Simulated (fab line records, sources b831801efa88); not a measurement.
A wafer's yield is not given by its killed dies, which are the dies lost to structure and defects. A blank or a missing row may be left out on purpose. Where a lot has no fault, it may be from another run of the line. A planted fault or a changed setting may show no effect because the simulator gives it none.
The tool behind it: which one? || flow gf180mcu || 39 wafers from 13 lots sampled at 4 of the route's 602 steps

WHAT THE GAUGES READ, wafer by wafer
GF_PASSIVATION_THK_MEAS_01.
{"lot": "L130", "measured": "day 28 01:29", "on": "film_metro-03", "PASSIVATION_CVD_00_THK (nm)": "988 1004 1028"}
{"lot": "L132", "measured": "day 28 11:56", "on": "film_metro-02", "PASSIVATION_CVD_00_THK (nm)": "992 989 1016"}
{"lot": "L134", "measured": "day 29 11:51", "on": "film_metro-03", "PASSIVATION_CVD_00_THK (nm)": "1000 1010 1003"}
{"lot": "L138", "measured": "day 30 14:59", "on": "film_metro-02", "PASSIVATION_CVD_00_THK (nm)": "990 982 1017"}
{"lot": "L140", "measured": "day 31 04:38", "on": "film_metro-03", "PASSIVATION_CVD_00_THK (nm)": "982 993 1004"}
{"lot": "L146", "measured": "day 32 18:26", "on": "film_metro-04", "PASSIVATION_CVD_00_THK (nm)": "990 997 1010"}
{"lot": "L147", "measured": "day 32 23:33", "on": "film_metro-04", "PASSIVATION_CVD_00_THK (nm)": "991 996 997"}
{"lot": "L145", "measured": "day 33 08:56", "on": "film_metro-03", "PASSIVATION_CVD_00_THK (nm)": "981 1004 1005"}
{"lot": "L149", "measured": "day 33 09:16", "on": "film_metro-04", "PASSIVATION_CVD_00_THK (nm)": "1018 1002 1016"}
{"lot": "L150", "measured": "day 33 13:28", "on": "film_metro-04", "PASSIVATION_CVD_00_THK (nm)": "987 1029 1017"}
{"lot": "L151", "measured": "day 33 22:42", "on": "film_metro-02", "PASSIVATION_CVD_00_THK (nm)": "997 1003 1008"}
{"lot": "L152", "measured": "day 34 02:35", "on": "film_metro-04", "PASSIVATION_CVD_00_THK (nm)": "979 975 971"}
{"lot": "L153", "measured": "day 34 06:52", "on": "film_metro-04", "PASSIVATION_CVD_00_THK (nm)": "1007 1013 1007"}

WHICH TOOL RAN EACH LOT (tool, then ch and the chambers of the sampled wafers, then the start)
{"lot": "L130", "GF_V5_SPUTTER_21": "pvd_sputter-01, day 27 03:52", "GF_V5_CVD_23": "cvd_w-02 ch 0,1, day 27 03:58", "GF_TOP_METAL_SPUTTER_04": "pvd_sputter-03, day 27 04:58"}
{"lot": "L132", "GF_V5_SPUTTER_21": "pvd_sputter-02, day 27 13:55", "GF_V5_CVD_23": "cvd_w-01 ch 0,1, day 27 14:01", "GF_TOP_METAL_SPUTTER_04": "pvd_sputter-02, day 27 15:19"}
{"lot": "L134", "GF_V5_SPUTTER_21": "pvd_sputter-03, day 28 14:59", "GF_V5_CVD_23": "cvd_w-02 ch 0,1, day 28 15:05", "GF_TOP_METAL_SPUTTER_04": "pvd_sputter-02, day 28 15:53"}
{"lot": "L138", "GF_V5_SPUTTER_21": "pvd_sputter-01, day 29 18:52", "GF_V5_CVD_23": "cvd_w-02 ch 0,1, day 29 18:58", "GF_TOP_METAL_SPUTTER_04": "pvd_sputter-03, day 29 19:46"}
{"lot": "L140", "GF_V5_SPUTTER_21": "pvd_sputter-03, day 30 08:53", "GF_V5_CVD_23": "cvd_w-02 ch 0,1, day 30 08:59", "GF_TOP_METAL_SPUTTER_04": "pvd_sputter-03, day 30 10:02"}
{"lot": "L146", "GF_V5_SPUTTER_21": "pvd_sputter-01, day 31 23:46", "GF_V5_CVD_23": "cvd_w-02 ch 0,1, day 31 23:52", "GF_TOP_METAL_SPUTTER_04": "pvd_sputter-03, day 32 00:40"}
{"lot": "L147", "GF_V5_SPUTTER_21": "pvd_sputter-02, day 32 05:07", "GF_V5_CVD_23": "cvd_w-01 ch 0,1, day 32 05:13", "GF_TOP_METAL_SPUTTER_04": "pvd_sputter-04, day 32 06:01"}
{"lot": "L145", "GF_V5_SPUTTER_21": "pvd_sputter-03, day 32 15:12", "GF_V5_CVD_23": "cvd_w-01 ch 0,1, day 32 15:18", "GF_TOP_METAL_SPUTTER_04": "pvd_sputter-03, day 32 16:05"}
{"lot": "L149", "GF_V5_SPUTTER_21": "pvd_sputter-01, day 32 15:33", "GF_V5_CVD_23": "cvd_w-02 ch 0,1, day 32 15:41", "GF_TOP_METAL_SPUTTER_04": "pvd_sputter-04, day 32 16:26"}
{"lot": "L150", "GF_V5_SPUTTER_21": "pvd_sputter-03, day 32 19:45", "GF_V5_CVD_23": "cvd_w-02 ch 0,1, day 32 19:53", "GF_TOP_METAL_SPUTTER_04": "pvd_sputter-03, day 32 20:38"}
{"lot": "L151", "GF_V5_SPUTTER_21": "pvd_sputter-01, day 33 04:58", "GF_V5_CVD_23": "cvd_w-02 ch 0, day 33 05:04", "GF_TOP_METAL_SPUTTER_04": "pvd_sputter-04, day 33 05:50"}
{"lot": "L152", "GF_V5_SPUTTER_21": "pvd_sputter-01, day 33 08:38", "GF_V5_CVD_23": "cvd_w-02 ch 0,1, day 33 08:44", "GF_TOP_METAL_SPUTTER_04": "pvd_sputter-04, day 33 09:31"}
{"lot": "L153", "GF_V5_SPUTTER_21": "pvd_sputter-01, day 33 13:02", "GF_V5_CVD_23": "cvd_w-02 ch 0,1, day 33 13:10", "GF_TOP_METAL_SPUTTER_04": "pvd_sputter-02, day 33 13:56"}
- GF_V5_SPUTTER_21: material Ti, target thk 15 nm, time 80.02 s.
- GF_V5_CVD_23: deposits W, target thk 350 nm, time 104.9 s.
- GF_TOP_METAL_SPUTTER_04: material TiN, target thk 25 nm, time 20.8 s.

WHAT THE TOOLS THEMSELVES READ (means of the sampled wafers that have a number; where no wafer has one, the mark that the record gives instead)
GF_V5_SPUTTER_21.
{"lot": "L130", "tool": "pvd_sputter-01", "throttle_valve_pct (%)": 30.5}
{"lot": "L132", "tool": "pvd_sputter-02", "throttle_valve_pct (%)": 28.8}
{"lot": "L134", "tool": "pvd_sputter-03", "throttle_valve_pct (%)": 29.5}
{"lot": "L138", "tool": "pvd_sputter-01", "throttle_valve_pct (%)": 29.9}
{"lot": "L140", "tool": "pvd_sputter-03", "throttle_valve_pct (%)": 29.2}
{"lot": "L146", "tool": "pvd_sputter-01", "throttle_valve_pct (%)": 31.1}
{"lot": "L147", "tool": "pvd_sputter-02", "throttle_valve_pct (%)": 28.0}
{"lot": "L145", "tool": "pvd_sputter-03", "throttle_valve_pct (%)": 29.1}
{"lot": "L149", "tool": "pvd_sputter-01", "throttle_valve_pct (%)": 29.9}
{"lot": "L150", "tool": "pvd_sputter-03", "throttle_valve_pct (%)": 29.7}
{"lot": "L151", "tool": "pvd_sputter-01", "throttle_valve_pct (%)": 30.4}
{"lot": "L152", "tool": "pvd_sputter-01", "throttle_valve_pct (%)": 30.7}
{"lot": "L153", "tool": "pvd_sputter-01", "throttle_valve_pct (%)": 30.6}

GF_V5_CVD_23.
{"lot": "L130", "tool": "cvd_w-02", "chamber_pressure_Torr (Torr)": 39.92, "heater_power_w (W)": 861}
{"lot": "L132", "tool": "cvd_w-01", "chamber_pressure_Torr (Torr)": 39.97, "heater_power_w (W)": 854}
{"lot": "L134", "tool": "cvd_w-02", "chamber_pressure_Torr (Torr)": 39.95, "heater_power_w (W)": 868}
{"lot": "L138", "tool": "cvd_w-02", "chamber_pressure_Torr (Torr)": 40.08, "heater_power_w (W)": 865}
{"lot": "L140", "tool": "cvd_w-02", "chamber_pressure_Torr (Torr)": 40.03, "heater_power_w (W)": 875}
{"lot": "L146", "tool": "cvd_w-02", "chamber_pressure_Torr (Torr)": 39.94, "heater_power_w (W)": 870}
{"lot": "L147", "tool": "cvd_w-01", "chamber_pressure_Torr (Torr)": 39.97, "heater_power_w (W)": 869}
{"lot": "L145", "tool": "cvd_w-01", "chamber_pressure_Torr (Torr)": 39.92, "heater_power_w (W)": 845}
{"lot": "L149", "tool": "cvd_w-02", "chamber_pressure_Torr (Torr)": 40.06, "heater_power_w (W)": 865}
{"lot": "L150", "tool": "cvd_w-02", "chamber_pressure_Torr (Torr)": 40.06, "heater_power_w (W)": 843}
{"lot": "L151", "tool": "cvd_w-02", "chamber_pressure_Torr (Torr)": 39.99, "heater_power_w (W)": 913}
{"lot": "L152", "tool": "cvd_w-02", "chamber_pressure_Torr (Torr)": 39.99, "heater_power_w (W)": 870}
{"lot": "L153", "tool": "cvd_w-02", "chamber_pressure_Torr (Torr)": 40.02, "heater_power_w (W)": 883}

GF_TOP_METAL_SPUTTER_04.
{"lot": "L130", "tool": "pvd_sputter-03", "throttle_valve_pct (%)": 29.3}
{"lot": "L132", "tool": "pvd_sputter-02", "throttle_valve_pct (%)": 29.1}
{"lot": "L134", "tool": "pvd_sputter-02", "throttle_valve_pct (%)": 30.1}
{"lot": "L138", "tool": "pvd_sputter-03", "throttle_valve_pct (%)": 29.8}
{"lot": "L140", "tool": "pvd_sputter-03", "throttle_valve_pct (%)": 29.1}
{"lot": "L146", "tool": "pvd_sputter-03", "throttle_valve_pct (%)": 29.2}
{"lot": "L147", "tool": "pvd_sputter-04", "throttle_valve_pct (%)": 28.5}
{"lot": "L145", "tool": "pvd_sputter-03", "throttle_valve_pct (%)": 29.4}
{"lot": "L149", "tool": "pvd_sputter-04", "throttle_valve_pct (%)": 28.8}
{"lot": "L150", "tool": "pvd_sputter-03", "throttle_valve_pct (%)": 29.1}
{"lot": "L151", "tool": "pvd_sputter-04", "throttle_valve_pct (%)": 29.1}
{"lot": "L152", "tool": "pvd_sputter-04", "throttle_valve_pct (%)": 28.9}
{"lot": "L153", "tool": "pvd_sputter-02", "throttle_valve_pct (%)": 29.9}

THE ANSWER, worked out from the rows above alone
Rule: what is usual is taken from the lots themselves. Put in order of their means at a reading, lots are off if they are a third of the lots or fewer, leave a main group of 4 or more, and stand apart from it by a gap of 3 or more times the standard deviation of the main group's means; of several such gaps the widest counts. If all means in a main group match to the digits the tables above print for the reading, that group is not used. Also off: a lot with no number at a reading for which 4 or more lots have one. All remaining lots with rows at the step are treated as sound. The gauges are gone through in route order, then the tools' own readings, and for those a lot's mean is taken as printed above. The first step at which some lot is off is used, and at that step the reading that is off furthest; a lot without a number counts as furthest.
No lot is off on any of the readings shown, so nothing can be concluded from this.

WHAT WAS PUT IN BY THE SIMULATOR
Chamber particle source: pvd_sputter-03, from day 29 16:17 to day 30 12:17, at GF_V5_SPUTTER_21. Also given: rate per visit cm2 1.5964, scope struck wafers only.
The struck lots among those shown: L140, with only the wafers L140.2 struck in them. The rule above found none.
